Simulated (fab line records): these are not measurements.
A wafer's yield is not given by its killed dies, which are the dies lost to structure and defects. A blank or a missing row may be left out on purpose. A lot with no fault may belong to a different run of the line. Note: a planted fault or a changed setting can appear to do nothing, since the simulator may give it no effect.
Comparing a struck lot with a sound one	flow gf180mcu	17 steps out of a route of 602
Sound: the wafers L940.1, L940.3, L940.4. Wafers struck: L945.1, L945.5, L945.6. The cause is given at the end.
Each step with rows lists, per side, the tool, then ch with its chambers, then its first start. Under that, the readings that differ: sound wafers	struck wafers	difference of the means	sigmas: that difference in standard deviations of wafers without a fault.
alike: a reading whose means differ by less than 2 such deviations, as well as words and numbers matching on both sides. not compared: withheld readings; readings where some wafer has no value; bounds like >300 that might hide an equal value; numbers whose values overlap and for which the record gives no deviation.
A row with sigmas, a row that says differs or no value, or rows on one side alone: a step with any of these is where the two part. When numbers do not overlap yet have no deviation, they are printed without sigmas and do not part them. Lack of a reading on every wafer of one side parts them only where that side has two or more wafers.

first, 2 steps without rows for these wafers: GF_CONTACT_PEB_12 (peb time 90 s); GF_CONTACT_DEVELOP_13 (develop time 60 s).
GF_CONTACT_CD_MEAS_14 targets a cd of 220 nm.
  sound on cd_sem-01, day 18 02:11; struck on cd_sem-02, day 20 03:28
  alike: cd_nm
GF_CONTACT_OVL_MEAS_15:
  sound on overlay-02, day 18 02:19; struck on overlay-01, day 20 03:35
  alike: CONTACT_OVL
GF_CONTACT_ETCH_16: etches BARC in N2/H2.
  sound on rie_diel-03 ch 0,2,3, day 18 02:20; struck on rie_diel-03 ch 0,2,3, day 20 03:37
  alike: drypump_motor_current_A, oes_product_au, throttle_valve_pct
GF_CONTACT_ETCH_17: etches SiO2 in C4F8/O2/Ar, stops on CoSi2, target depth 860 nm.
  sound on rie_diel-03 ch 0,2,3; struck on rie_diel-03 ch 0,2,3
  alike: oes_product_au
GF_CONTACT_STRIP_18: strips in O2/N2.
  sound on plasma_asher-03 ch 0,1, day 18 02:30; struck on plasma_asher-03 ch 0,1, day 20 03:47
  alike: drypump_motor_current_A, heater_power_w, oes_product_au
  not compared: rf_hours_counter_h
then, 3 steps without rows for these wafers: GF_CONTACT_CLEAN_19 (cleans in SPM); GF_CONTACT_CLEAN_20 (cleans in DIW); GF_CONTACT_CLEAN_21 (cleans in dHF, time 20 s).
GF_CONTACT_SPUTTER_22: material Ti, target thk 15 nm, time 80.02 s.
  sound on pvd_sputter-03, day 18 02:49; struck on pvd_sputter-02, day 20 04:05
  alike: throttle_valve_pct
GF_CONTACT_SPUTTER_23: material TiN, target thk 10 nm, time 40 s.
  sound on pvd_sputter-03, day 18 02:53; struck on pvd_sputter-02, day 20 04:09
  alike: throttle_valve_pct
GF_CONTACT_CVD_24: deposits W, target thk 300 nm, time 90.339 s.
  sound on cvd_w-01 ch 0,1, day 18 02:55; struck on cvd_w-01 ch 0,1, day 20 04:11
  no value came back on the struck wafers for chamber_pressure_Torr (Torr), heater_power_outer_w (W), heater_power_w (W); on the sound wafers chamber_pressure_Torr (Torr) reads 40.07 40.06 40.00
GF_CONTACT_RS_MEAS_25: uses a four-point probe to measure.
  sound on film_metro-01, day 18 03:01; struck on film_metro-01, day 20 04:17
reading	sound	struck	difference	sigmas
CONTACT_W_RS (ohm/sq)	0.384 0.384 0.370	44.278 43.729 44.479	+43.783	+99 or more
GF_CONTACT_THK_MEAS_26: measures by xrf.
  sound on film_metro-01, day 18 03:08; struck on film_metro-01, day 20 04:25
reading	sound	struck	difference	sigmas
CONTACT_W_THK (nm)	298 301 311	<0 <0 <0	differs	
GF_CONTACT_CMP_27: polishes, stops on SiO2, t overpolish 15 s, target thk 0 nm.
  sound on cmp-02 ch 0,1,2, day 18 03:12; struck on cmp-02 ch 2,3, day 20 04:28
reading	sound	struck	difference	sigmas
time_to_endpoint_s (s)	77 74 81	0 0 0	-77	-18
  alike: motor_current_A
-- the record jumps here: 12 days lie between the struck wafers' starts before and after (it left off in module CONTACT and takes up again in module PASSIVATION, whose first step shown is number 602 of the route) --
GF_PASSIVATION_PROBE_99:
  the record has rows for the struck wafers here (prober-02, day 32 04:46) and none for the sound ones

== WHERE THEY PART ==
First at GF_CONTACT_CVD_24; last, within this record, at GF_PASSIVATION_PROBE_99.

WHY: whatever the simulator had introduced
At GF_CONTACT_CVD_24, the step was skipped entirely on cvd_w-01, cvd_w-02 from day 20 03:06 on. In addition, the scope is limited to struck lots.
